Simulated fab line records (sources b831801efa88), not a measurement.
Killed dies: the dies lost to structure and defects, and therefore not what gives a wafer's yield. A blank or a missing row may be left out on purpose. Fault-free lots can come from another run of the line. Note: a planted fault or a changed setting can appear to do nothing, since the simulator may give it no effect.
fab line records / flow sky130
[record] lots = 13 wafers = 38 last_day = 50
route steps=708 shown PASSIVATION@692
lots with no fault: from the same line, run without faults
start_h: the number of hours between the record's first day and the start of the first shown wafer of the lot / wait_h: time in hours since the lot's previous step / " unchanged from the row above / L1.1+2: several wafers, shown together as one row / - either no value or no given start / * or withheld: withheld / < > ~ a bound
route shown NAME@n: NAME is a module with steps in the file, n the number in the route of the first one / usual: mean and standard deviation over wafers with no fault / same: alike in all rows / chamber/n: place in a boat / sites: each site's reading / _std_site: how widely they spread, as a standard deviation / _edge_site: outer sites' mean less inner sites' / radius_mm: for every site, how far away it sits from the centre of the wafer / mask NAME#n: copy n / behind: the tool/chamber that last shaped the wafer / hold: what put the lot on hold/how long, in hours/how the hold closed / device: the n, p or np transistor that did not switch / end of line: the tests these same wafers got at the end of their route / step lacking rows: just its recipe / killed: not the wafer's yield, but the dies lost to structure and defects at the first sort / map: the dies of a wafer, with x for killed, . for not killed, _ for no die there
set.NAME: the setting that was run; set.NAME@STEP: the one run at that earlier step / model.NAME: the simulator's own value behind a step, which no gauge read
a sample of lots followed through the steps of the route, with each step as a table and each wafer as a row
services: when a tool's chamber went out of use (start_h, in hours from the record's first day, below 0 if earlier), for how many hours, and the reason
[[steps]]
[step SKY_PASSIVATION_ETCH_11]
[recipe] chemistry = CF4/O2 target_depth_nm = 725 stop_on = AlCu source_w = 800 bias_w = 150 pressure_mtorr = 150 cf4_flow_sccm = 80 O2_flow_sccm = 10 time_s = 161.1
[usual] O2_flow_sccm = 10.00/0.033 drypump_motor_current_A = 5.8/0.46 oes_product_au = 0.979/0.0064 throttle_valve_pct = 5.964/0.0093
lot.wafer=L872.4 tool=rie_diel-03 chamber=0 start_h=1050.58 wait_h=- O2_flow_sccm=10.00 drypump_motor_current_A=4.8 oes_product_au=0.980 rf_hours_counter_h=1 throttle_valve_pct=5.965
lot.wafer=L872.5 tool=rie_diel-03 chamber=2 start_h=1050.58 wait_h=- O2_flow_sccm=10.04 drypump_motor_current_A=6.0 oes_product_au=0.989 rf_hours_counter_h=- throttle_valve_pct=5.943
lot.wafer=L872.6 tool=rie_diel-03 chamber=1 start_h=1050.58 wait_h=- O2_flow_sccm=9.94 drypump_motor_current_A=5.7 oes_product_au=0.995 rf_hours_counter_h=- throttle_valve_pct=5.964
lot.wafer=L873.1 tool=rie_diel-02 chamber=3 start_h=1063.03 wait_h=- O2_flow_sccm=9.99 drypump_motor_current_A=6.1 oes_product_au=0.958 rf_hours_counter_h=11 throttle_valve_pct=5.964
lot.wafer=L873.4 tool=rie_diel-02 chamber=1 start_h=1063.03 wait_h=- O2_flow_sccm=9.96 drypump_motor_current_A=5.2 oes_product_au=0.975 rf_hours_counter_h=- throttle_valve_pct=5.967
lot.wafer=L873.5 tool=rie_diel-02 chamber=3 start_h=1063.03 wait_h=- O2_flow_sccm=9.99 drypump_motor_current_A=6.1 oes_product_au=0.984 rf_hours_counter_h=- throttle_valve_pct=5.962
lot.wafer=L876.2 tool=rie_diel-03 chamber=2 start_h=1073.47 wait_h=- O2_flow_sccm=10.01 drypump_motor_current_A=5.9 oes_product_au=0.972 rf_hours_counter_h=12 throttle_valve_pct=5.966
lot.wafer=L876.4 tool=rie_diel-03 chamber=3 start_h=1073.47 wait_h=- O2_flow_sccm=9.97 drypump_motor_current_A=5.9 oes_product_au=0.976 rf_hours_counter_h=11 throttle_valve_pct=5.971
lot.wafer=L876.5 tool=rie_diel-03 chamber=2 start_h=1073.47 wait_h=- O2_flow_sccm=9.99 drypump_motor_current_A=6.0 oes_product_au=0.975 rf_hours_counter_h=- throttle_valve_pct=5.956
lot.wafer=L878.1 tool=rie_diel-01 chamber=3 start_h=1092.37 wait_h=- O2_flow_sccm=9.99 drypump_motor_current_A=6.4 oes_product_au=0.977 rf_hours_counter_h=11 throttle_valve_pct=5.961
lot.wafer=L878.3 tool=rie_diel-01 chamber=2 start_h=1092.37 wait_h=- O2_flow_sccm=10.02 drypump_motor_current_A=6.2 oes_product_au=0.968 rf_hours_counter_h=14 throttle_valve_pct=5.938
lot.wafer=L878.5 tool=rie_diel-01 chamber=0 start_h=1092.37 wait_h=- O2_flow_sccm=10.05 drypump_motor_current_A=6.2 oes_product_au=0.984 rf_hours_counter_h=- throttle_valve_pct=5.963
lot.wafer=L879.2 tool=rie_diel-03 chamber=3 start_h=1096.62 wait_h=- O2_flow_sccm=10.01 drypump_motor_current_A=5.9 oes_product_au=0.968 rf_hours_counter_h=11 throttle_valve_pct=5.961
lot.wafer=L879.3 tool=rie_diel-03 chamber=2 start_h=1096.62 wait_h=- O2_flow_sccm=9.99 drypump_motor_current_A=6.0 oes_product_au=0.967 rf_hours_counter_h=12 throttle_valve_pct=5.967
lot.wafer=L879.4 tool=rie_diel-03 chamber=0 start_h=1096.62 wait_h=- O2_flow_sccm=10.00 drypump_motor_current_A=4.8 oes_product_au=0.980 rf_hours_counter_h=3 throttle_valve_pct=5.964
lot.wafer=L880.3 tool=rie_diel-03 chamber=0 start_h=1107.27 wait_h=- O2_flow_sccm=9.96 drypump_motor_current_A=4.8 oes_product_au=0.980 rf_hours_counter_h=3 throttle_valve_pct=5.979
lot.wafer=L880.4 tool=rie_diel-03 chamber=3 start_h=1107.27 wait_h=- O2_flow_sccm=9.99 drypump_motor_current_A=5.8 oes_product_au=0.988 rf_hours_counter_h=12 throttle_valve_pct=5.956
lot.wafer=L880.6 tool=rie_diel-03 chamber=1 start_h=1107.27 wait_h=- O2_flow_sccm=9.89 drypump_motor_current_A=5.6 oes_product_au=0.989 rf_hours_counter_h=- throttle_valve_pct=5.977
lot.wafer=L881.1 tool=rie_diel-01 chamber=0 start_h=1110.12 wait_h=- O2_flow_sccm=10.00 drypump_motor_current_A=6.2 oes_product_au=0.972 rf_hours_counter_h=7 throttle_valve_pct=5.958
lot.wafer=L881.2 tool=rie_diel-01 chamber=3 start_h=1110.12 wait_h=- O2_flow_sccm=9.98 drypump_motor_current_A=6.4 oes_product_au=0.971 rf_hours_counter_h=12 throttle_valve_pct=5.958
lot.wafer=L881.3 tool=rie_diel-01 chamber=1 start_h=1110.12 wait_h=- O2_flow_sccm=10.01 drypump_motor_current_A=5.3 oes_product_au=0.979 rf_hours_counter_h=19 throttle_valve_pct=5.978
lot.wafer=L883.2 tool=rie_diel-01 chamber=3 start_h=1118.82 wait_h=- O2_flow_sccm=10.01 drypump_motor_current_A=6.4 oes_product_au=0.983 rf_hours_counter_h=12 throttle_valve_pct=5.964
lot.wafer=L883.3 tool=rie_diel-01 chamber=2 start_h=1118.82 wait_h=- O2_flow_sccm=9.98 drypump_motor_current_A=6.2 oes_product_au=0.974 rf_hours_counter_h=15 throttle_valve_pct=5.970
lot.wafer=L883.4 tool=rie_diel-01 chamber=3 start_h=1118.82 wait_h=- O2_flow_sccm=10.04 drypump_motor_current_A=6.4 oes_product_au=0.980 rf_hours_counter_h=- throttle_valve_pct=5.969
lot.wafer=L891.4 tool=rie_diel-01 chamber=0 start_h=1160.87 wait_h=- O2_flow_sccm=9.99 drypump_motor_current_A=6.2 oes_product_au=0.975 rf_hours_counter_h=9 throttle_valve_pct=5.960
lot.wafer=L891.5 tool=rie_diel-01 chamber=0 start_h=1160.87 wait_h=- O2_flow_sccm=10.01 drypump_motor_current_A=6.3 oes_product_au=0.980 rf_hours_counter_h=- throttle_valve_pct=5.964
lot.wafer=L892.1 tool=rie_diel-03 chamber=3 start_h=1168.38 wait_h=- O2_flow_sccm=9.96 drypump_motor_current_A=5.9 oes_product_au=0.973 rf_hours_counter_h=15 throttle_valve_pct=5.968
lot.wafer=L892.3 tool=rie_diel-03 chamber=2 start_h=1168.38 wait_h=- O2_flow_sccm=9.98 drypump_motor_current_A=5.9 oes_product_au=0.981 rf_hours_counter_h=15 throttle_valve_pct=5.944
lot.wafer=L892.4 tool=rie_diel-03 chamber=1 start_h=1168.38 wait_h=- O2_flow_sccm=10.02 drypump_motor_current_A=5.7 oes_product_au=0.981 rf_hours_counter_h=25 throttle_valve_pct=5.966
lot.wafer=L893.4 tool=rie_diel-02 chamber=1 start_h=1173.17 wait_h=- O2_flow_sccm=10.02 drypump_motor_current_A=5.2 oes_product_au=0.988 rf_hours_counter_h=17 throttle_valve_pct=5.967
lot.wafer=L893.5 tool=rie_diel-02 chamber=3 start_h=1173.17 wait_h=- O2_flow_sccm=10.00 drypump_motor_current_A=6.1 oes_product_au=0.983 rf_hours_counter_h=- throttle_valve_pct=5.970
lot.wafer=L893.6 tool=rie_diel-02 chamber=0 start_h=1173.17 wait_h=- O2_flow_sccm=9.97 drypump_motor_current_A=6.0 oes_product_au=0.979 rf_hours_counter_h=- throttle_valve_pct=5.963
lot.wafer=L894.1 tool=rie_diel-03 chamber=0 start_h=1177.12 wait_h=- O2_flow_sccm=9.96 drypump_motor_current_A=4.8 oes_product_au=0.976 rf_hours_counter_h=6 throttle_valve_pct=5.967
lot.wafer=L894.4 tool=rie_diel-03 chamber=3 start_h=1177.12 wait_h=- O2_flow_sccm=10.03 drypump_motor_current_A=5.9 oes_product_au=0.978 rf_hours_counter_h=15 throttle_valve_pct=5.968
lot.wafer=L894.6 tool=rie_diel-03 chamber=1 start_h=1177.12 wait_h=- O2_flow_sccm=10.01 drypump_motor_current_A=5.7 oes_product_au=0.990 rf_hours_counter_h=- throttle_valve_pct=5.973
lot.wafer=L895.1 tool=rie_diel-02 chamber=1 start_h=1178.88 wait_h=- O2_flow_sccm=9.99 drypump_motor_current_A=5.2 oes_product_au=0.982 rf_hours_counter_h=18 throttle_valve_pct=5.973
lot.wafer=L895.4 tool=rie_diel-02 chamber=0 start_h=1178.88 wait_h=- O2_flow_sccm=9.94 drypump_motor_current_A=6.0 oes_product_au=0.978 rf_hours_counter_h=14 throttle_valve_pct=5.957
lot.wafer=L895.6 tool=rie_diel-02 chamber=0 start_h=1178.88 wait_h=- O2_flow_sccm=9.94 drypump_motor_current_A=6.0 oes_product_au=0.985 rf_hours_counter_h=- throttle_valve_pct=5.952
[step SKY_PASSIVATION_STRIP_12]
[recipe] chemistry = O2/N2 power_w = 1400 pressure_mtorr = 1500 platen_temp_c = withheld overash_fraction = 0.7 o2_flow_sccm = 3000 n2_flow_sccm = 300
[usual] drypump_motor_current_A = 6.0/0.48 o2_flow_sccm = 3001/8.6 oes_product_au = 0.662/0.0046 strip_time_to_endpoint_s = 31.56/0.14
lot.wafer=L872.4 tool=plasma_asher-02 chamber=1 start_h=1050.72 wait_h=0.1 drypump_motor_current_A=5.4 o2_flow_sccm=2999 oes_product_au=0.670 rf_hours_counter_h=- strip_time_to_endpoint_s=31.64
lot.wafer=L872.5 tool=plasma_asher-02 chamber=0 start_h=1050.72 wait_h=0.1 drypump_motor_current_A=5.6 o2_flow_sccm=3006 oes_product_au=0.663 rf_hours_counter_h=- strip_time_to_endpoint_s=31.58
lot.wafer=L872.6 tool=plasma_asher-02 chamber=1 start_h=1050.72 wait_h=0.1 drypump_motor_current_A=5.4 o2_flow_sccm=2990 oes_product_au=0.663 rf_hours_counter_h=- strip_time_to_endpoint_s=31.51
lot.wafer=L873.1 tool=plasma_asher-02 chamber=1 start_h=1063.14 wait_h=0.1 drypump_motor_current_A=5.3 o2_flow_sccm=3020 oes_product_au=0.666 rf_hours_counter_h=33 strip_time_to_endpoint_s=31.56
lot.wafer=L873.4 tool=plasma_asher-02 chamber=0 start_h=1063.14 wait_h=0.1 drypump_motor_current_A=5.6 o2_flow_sccm=3016 oes_product_au=0.657 rf_hours_counter_h=- strip_time_to_endpoint_s=31.65
lot.wafer=L873.5 tool=plasma_asher-02 chamber=0 start_h=1063.14 wait_h=0.1 drypump_motor_current_A=5.6 o2_flow_sccm=3012 oes_product_au=0.662 rf_hours_counter_h=- strip_time_to_endpoint_s=31.59
lot.wafer=L876.2 tool=plasma_asher-03 chamber=0 start_h=1073.58 wait_h=0.1 drypump_motor_current_A=6.7 o2_flow_sccm=2998 oes_product_au=0.671 rf_hours_counter_h=91 strip_time_to_endpoint_s=31.70
lot.wafer=L876.4 tool=plasma_asher-03 chamber=1 start_h=1073.58 wait_h=0.1 drypump_motor_current_A=5.9 o2_flow_sccm=2996 oes_product_au=0.655 rf_hours_counter_h=- strip_time_to_endpoint_s=31.77
lot.wafer=L876.5 tool=plasma_asher-03 chamber=0 start_h=1073.58 wait_h=0.1 drypump_motor_current_A=6.7 o2_flow_sccm=2994 oes_product_au=0.659 rf_hours_counter_h=- strip_time_to_endpoint_s=31.68
lot.wafer=L878.1 tool=plasma_asher-01 chamber=1 start_h=1092.48 wait_h=0.1 drypump_motor_current_A=6.0 o2_flow_sccm=2994 oes_product_au=0.658 rf_hours_counter_h=65 strip_time_to_endpoint_s=31.64
lot.wafer=L878.3 tool=plasma_asher-01 chamber=1 start_h=1092.48 wait_h=0.1 drypump_motor_current_A=6.0 o2_flow_sccm=3013 oes_product_au=0.666 rf_hours_counter_h=- strip_time_to_endpoint_s=31.74
lot.wafer=L878.5 tool=plasma_asher-01 chamber=1 start_h=1092.48 wait_h=0.1 drypump_motor_current_A=6.0 o2_flow_sccm=3008 oes_product_au=0.668 rf_hours_counter_h=- strip_time_to_endpoint_s=31.62
lot.wafer=L879.2 tool=plasma_asher-01 chamber=0 start_h=1096.72 wait_h=0.1 drypump_motor_current_A=6.6 o2_flow_sccm=2999 oes_product_au=0.667 rf_hours_counter_h=65 strip_time_to_endpoint_s=31.61
lot.wafer=L879.3 tool=plasma_asher-01 chamber=1 start_h=1096.72 wait_h=0.1 drypump_motor_current_A=6.0 o2_flow_sccm=2989 oes_product_au=0.664 rf_hours_counter_h=- strip_time_to_endpoint_s=31.47
lot.wafer=L879.4 tool=plasma_asher-01 chamber=0 start_h=1096.72 wait_h=0.1 drypump_motor_current_A=6.6 o2_flow_sccm=3000 oes_product_au=0.662 rf_hours_counter_h=- strip_time_to_endpoint_s=31.55
lot.wafer=L880.3 tool=plasma_asher-02 chamber=1 start_h=1107.41 wait_h=0.1 drypump_motor_current_A=5.4 o2_flow_sccm=2997 oes_product_au=0.666 rf_hours_counter_h=- strip_time_to_endpoint_s=31.45
lot.wafer=L880.4 tool=plasma_asher-02 chamber=0 start_h=1107.41 wait_h=0.1 drypump_motor_current_A=5.6 o2_flow_sccm=3004 oes_product_au=0.665 rf_hours_counter_h=- strip_time_to_endpoint_s=31.54
lot.wafer=L880.6 tool=plasma_asher-02 chamber=0 start_h=1107.41 wait_h=0.1 drypump_motor_current_A=5.6 o2_flow_sccm=3013 oes_product_au=0.656 rf_hours_counter_h=- strip_time_to_endpoint_s=31.28
lot.wafer=L881.1 tool=plasma_asher-02 chamber=0 start_h=1110.22 wait_h=0.1 drypump_motor_current_A=5.5 o2_flow_sccm=3013 oes_product_au=0.669 rf_hours_counter_h=38 strip_time_to_endpoint_s=31.60
lot.wafer=L881.2 tool=plasma_asher-02 chamber=1 start_h=1110.22 wait_h=0.1 drypump_motor_current_A=5.4 o2_flow_sccm=2997 oes_product_au=0.664 rf_hours_counter_h=38 strip_time_to_endpoint_s=31.52
lot.wafer=L881.3 tool=plasma_asher-02 chamber=0 start_h=1110.22 wait_h=0.1 drypump_motor_current_A=5.6 o2_flow_sccm=3012 oes_product_au=0.666 rf_hours_counter_h=- strip_time_to_endpoint_s=31.68
lot.wafer=L883.2 tool=plasma_asher-01 chamber=1 start_h=1118.92 wait_h=0.1 drypump_motor_current_A=6.0 o2_flow_sccm=2979 oes_product_au=0.660 rf_hours_counter_h=67 strip_time_to_endpoint_s=31.50
lot.wafer=L883.3 tool=plasma_asher-01 chamber=0 start_h=1118.92 wait_h=0.1 drypump_motor_current_A=6.6 o2_flow_sccm=3000 oes_product_au=0.664 rf_hours_counter_h=- strip_time_to_endpoint_s=31.49
lot.wafer=L883.4 tool=plasma_asher-01 chamber=1 start_h=1118.92 wait_h=0.1 drypump_motor_current_A=6.0 o2_flow_sccm=2975 oes_product_au=0.662 rf_hours_counter_h=- strip_time_to_endpoint_s=31.62
lot.wafer=L891.4 tool=plasma_asher-02 chamber=1 start_h=1161.01 wait_h=0.1 drypump_motor_current_A=5.4 o2_flow_sccm=2998 oes_product_au=0.652 rf_hours_counter_h=- strip_time_to_endpoint_s=29.56
lot.wafer=L891.5 tool=plasma_asher-02 chamber=0 start_h=1161.01 wait_h=0.1 drypump_motor_current_A=5.6 o2_flow_sccm=3002 oes_product_au=0.664 rf_hours_counter_h=- strip_time_to_endpoint_s=31.67
lot.wafer=L892.1 tool=plasma_asher-01 chamber=1 start_h=1168.49 wait_h=0.1 drypump_motor_current_A=6.0 o2_flow_sccm=2995 oes_product_au=0.666 rf_hours_counter_h=72 strip_time_to_endpoint_s=31.68
lot.wafer=L892.3 tool=plasma_asher-01 chamber=1 start_h=1168.49 wait_h=0.1 drypump_motor_current_A=6.0 o2_flow_sccm=3014 oes_product_au=0.657 rf_hours_counter_h=- strip_time_to_endpoint_s=31.51
lot.wafer=L892.4 tool=plasma_asher-01 chamber=0 start_h=1168.49 wait_h=0.1 drypump_motor_current_A=6.6 o2_flow_sccm=3008 oes_product_au=0.663 rf_hours_counter_h=- strip_time_to_endpoint_s=31.58
lot.wafer=L893.4 tool=plasma_asher-01 chamber=1 start_h=1173.31 wait_h=0.1 drypump_motor_current_A=6.0 o2_flow_sccm=2996 oes_product_au=0.661 rf_hours_counter_h=- strip_time_to_endpoint_s=31.43
lot.wafer=L893.5 tool=plasma_asher-01 chamber=1 start_h=1173.31 wait_h=0.1 drypump_motor_current_A=6.0 o2_flow_sccm=2992 oes_product_au=0.662 rf_hours_counter_h=- strip_time_to_endpoint_s=31.43
lot.wafer=L893.6 tool=plasma_asher-01 chamber=0 start_h=1173.31 wait_h=0.1 drypump_motor_current_A=6.6 o2_flow_sccm=3006 oes_product_au=0.672 rf_hours_counter_h=- strip_time_to_endpoint_s=31.53
lot.wafer=L894.1 tool=plasma_asher-01 chamber=1 start_h=1177.23 wait_h=0.1 drypump_motor_current_A=6.0 o2_flow_sccm=2994 oes_product_au=0.663 rf_hours_counter_h=73 strip_time_to_endpoint_s=31.49
lot.wafer=L894.4 tool=plasma_asher-01 chamber=0 start_h=1177.23 wait_h=0.1 drypump_motor_current_A=6.6 o2_flow_sccm=2988 oes_product_au=0.654 rf_hours_counter_h=- strip_time_to_endpoint_s=31.52
lot.wafer=L894.6 tool=plasma_asher-01 chamber=1 start_h=1177.23 wait_h=0.1 drypump_motor_current_A=6.0 o2_flow_sccm=2993 oes_product_au=0.654 rf_hours_counter_h=- strip_time_to_endpoint_s=31.42
lot.wafer=L895.1 tool=plasma_asher-01 chamber=1 start_h=1178.99 wait_h=0.1 drypump_motor_current_A=6.0 o2_flow_sccm=2998 oes_product_au=0.662 rf_hours_counter_h=73 strip_time_to_endpoint_s=31.80
lot.wafer=L895.4 tool=plasma_asher-01 chamber=0 start_h=1178.99 wait_h=0.1 drypump_motor_current_A=6.6 o2_flow_sccm=3005 oes_product_au=0.657 rf_hours_counter_h=- strip_time_to_endpoint_s=31.82
lot.wafer=L895.6 tool=plasma_asher-01 chamber=1 start_h=1178.99 wait_h=0.1 drypump_motor_current_A=6.0 o2_flow_sccm=2978 oes_product_au=0.661 rf_hours_counter_h=- strip_time_to_endpoint_s=31.74
[[services]]
tool=rie_diel-03 chamber=0 start_h=1032.71 hours=12.4 kind=repair
tool=rie_diel-02 chamber=2 start_h=1045.87 hours=7.2 kind=repair
tool=rie_diel-02 chamber=2 start_h=1057.39 hours=11.7 kind=repair
tool=rie_diel-03 chamber=- start_h=1085.92 hours=0.2 kind=repair
tool=rie_diel-02 chamber=2 start_h=1091.50 hours=- kind=clean
tool=rie_diel-02 chamber=2 start_h=1091.50 hours=16.6 kind=scheduled_down
tool=rie_diel-02 chamber=2 start_h=1091.50 hours=16.6 kind=vent_cycle
tool=rie_diel-02 chamber=0 start_h=1093.64 hours=7.1 kind=repair
tool=rie_diel-02 chamber=- start_h=1105.98 hours=2.8 kind=pm
tool=rie_diel-01 chamber=1 start_h=1110.49 hours=9.9 kind=repair
[[key]]
[first_sign] step = SKY_PASSIVATION_STRIP_12 reading = strip_time_to_endpoint_s direction = down sigmas = 14 usual = * struck = *
effect none on later readings
met_at SKY_PASSIVATION_ETCH_11
struck_lots L891
struck_wafers L891.4
onset_between 1118.82 1160.87
[fault] kind = process_parameter_drift tool = rie_diel-01 chamber = - onset_h = 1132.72 steps = SKY_PASSIVATION_ETCH_11 channel = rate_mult offset = 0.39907 shape = step end_h = 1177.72 scope = struck_wafers_only
